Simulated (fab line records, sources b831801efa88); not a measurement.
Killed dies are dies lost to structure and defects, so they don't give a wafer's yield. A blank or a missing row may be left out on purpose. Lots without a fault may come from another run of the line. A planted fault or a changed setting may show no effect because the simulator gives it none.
Which tool did it? | flow gf180mcu | 15 lots, 45 wafers sampled, at 1 step of a route of 602

WHAT THE GAUGES READ, wafer by wafer
GF_M3_CD_MEAS_14: target cd 280 nm.
lot  | measured     | on        | cd_nm (nm)
L686 | day 21 15:35 | cd_sem-01 | 280.2 280.6 281.7
L688 | day 22 09:38 | cd_sem-02 | 279.5 279.9 279.3
L689 | day 22 15:29 | cd_sem-01 | 279.8 279.6 280.0
L690 | day 23 02:22 | cd_sem-02 | 281.3 282.0 280.4
L691 | day 23 09:18 | cd_sem-02 | 279.4 280.0 280.0
L692 | day 24 01:17 | cd_sem-02 | 278.2 277.4 278.5
L693 | day 24 11:29 | cd_sem-02 | 279.5 280.4 281.3
L694 | day 24 14:04 | cd_sem-01 | 280.8 280.2 281.1
L702 | day 26 22:20 | cd_sem-01 | 279.5 280.0 280.1
L704 | day 27 14:26 | cd_sem-02 | 278.9 278.7 278.4
L705 | day 27 21:19 | cd_sem-01 | 280.7 279.8 279.8
L706 | day 27 23:37 | cd_sem-01 | 282.0 281.4 280.7
L707 | day 28 05:49 | cd_sem-02 | 280.9 280.2 280.1
L708 | day 28 11:14 | cd_sem-01 | 279.1 279.3 279.8
L709 | day 28 17:24 | cd_sem-01 | 280.6 281.0 281.4

WHICH TOOL RAN EACH LOT (tool, then ch and the chambers of the sampled wafers, then the start)
The record holds no process step before these readings.

WHAT THE TOOLS THEMSELVES READ (means of the sampled wafers that have a number; where no wafer has one, the mark that the record gives instead)
The record holds no such reading with a usual standard deviation.

THE ANSWER, worked out from the rows above alone
Rule: what is usual is taken from the lots themselves. Put in order of their means at a reading, lots are off if they are a third of the lots or fewer, leave a main group of 4 or more, and stand apart from it by a gap of 3 or more times the standard deviation of the main group's means; of several such gaps the widest counts. A main group whose means are all the same, to the digits that the tables above print for the reading, isn't used. A lot without any number at a reading at which 4 lots or more have one is off too. The other lots that the step has rows for count as sound. The gauges are gone through in route order, then the tools' own readings, and for those a lot's mean is taken as printed above. The first step at which some lot is off is used, and at that step the reading that is off furthest; a lot without a number counts as furthest.
No lot is off at any reading shown: from this, nothing can be told.

WHAT THE SIMULATOR HAD PUT IN
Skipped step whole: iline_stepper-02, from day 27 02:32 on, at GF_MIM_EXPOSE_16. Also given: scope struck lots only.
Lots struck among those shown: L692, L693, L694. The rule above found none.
